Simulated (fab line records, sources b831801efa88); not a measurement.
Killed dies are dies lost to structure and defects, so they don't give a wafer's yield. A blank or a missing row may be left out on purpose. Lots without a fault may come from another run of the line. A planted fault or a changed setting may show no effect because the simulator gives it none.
Problem report in the 8D (eight disciplines) form, filled by code | flow sky130 | the parts of the form that need people (team, actions taken, sign-off) are left out

1. THE PROBLEM
run_length_s at SKY_SONOS_ONO_WET_ETCH_16 reads a mean of 172 s on 3 wafers of 1 lot; wafers without a fault read 308 s with a standard deviation of 3.9. That is -35 standard deviations from the usual mean.
The step: etches SiO2 in dHF, target depth 14 nm, time 280 s.
First seen on wafer L332.1, day 15 02:47, on wet_bench-01. The record holds 15 wafers of 5 lots with a number at this step. Rule for "out", or "out of limits": more than 4 standard deviations from the usual mean. The other wafers with a number count as sound.

2. WHAT IT IS AND WHAT IT IS NOT
question                    | is                     | is not
which readings at this step | run_length_s           | -
which lots                  | L332                   | L328, L339, L341, L346
which wafers of those lots  | all that have a number | -
read on which tools         | wet_bench-01           | wet_bench-03, wet_bench-04
when                        | from day 15 02:47      | up to then (3 sound wafers); but 9 sound wafers of L339, L341, L346 came after

3. SUSPECTS, AND WHAT RULES EACH OUT
Counting: a tool at a process step up to the reading stays a suspect if it ran every lot that is out and no sound lot after the first of them.
- rie_diel-01 at SKY_SONOS_ONO_ETCH_15 (etches the open film in CHF3/O2, target depth 19.52 nm, time 7.8 s): kept. It ran the lot that is out, L332 (day 15 02:46), and no sound lot after that.
- wet_bench-01 at SKY_SONOS_ONO_WET_ETCH_16 (etches SiO2 in dHF, target depth 14 nm, time 280 s): kept. It ran the lot that is out, L332 (day 15 02:47), and no sound lot after that; its last sound lot up to then is L328 (day 13 18:32). Its own readings are out on those wafers: run_length_s.
Left after counting: rie_diel-01 at SKY_SONOS_ONO_ETCH_15, wet_bench-01 at SKY_SONOS_ONO_WET_ETCH_16.

4. THE CAUSE (what the simulator had put in)
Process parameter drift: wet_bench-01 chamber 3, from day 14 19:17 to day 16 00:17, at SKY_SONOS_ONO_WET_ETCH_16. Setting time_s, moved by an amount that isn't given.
Counting left 2 suspects, and this tool is among them.

5. THE CHAIN OF EFFECTS, in route order
Each row: a reading whose mean over the struck wafers that have a number lies more than 3 standard deviations from the usual. Only readings for which the record gives a usual standard deviation are gone through. hours: the time from each lot's start at the first step in this table that gives one to its start at this step, as a median over the lots. sigmas: the change in usual standard deviations.
hours | step                      | reading      | usual | on struck wafers | change | sigmas
0     | SKY_SONOS_ONO_WET_ETCH_16 | run_length_s | 308 s | 172              | -136   | -35
The process steps in it:
- SKY_SONOS_ONO_WET_ETCH_16: etches SiO2 in dHF, target depth 14 nm, time 280 s.
Later measuring or inspecting steps at which every struck wafer that the step has a row for has a number for every such reading, and none has moved that far: SKY_GATE_OXIDE_THK_MEAS_02, SKY_GATE_OXIDE_OVL_MEAS_10, SKY_GATE_OXIDE_TW_MEAS_14, SKY_POLY_GATE_THK_MEAS_01.

6. WHAT WOULD HAVE CAUGHT IT SOONER
In this record the first reading out of limits was taken at day 15 02:47, 8 hours after the fault began at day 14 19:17.
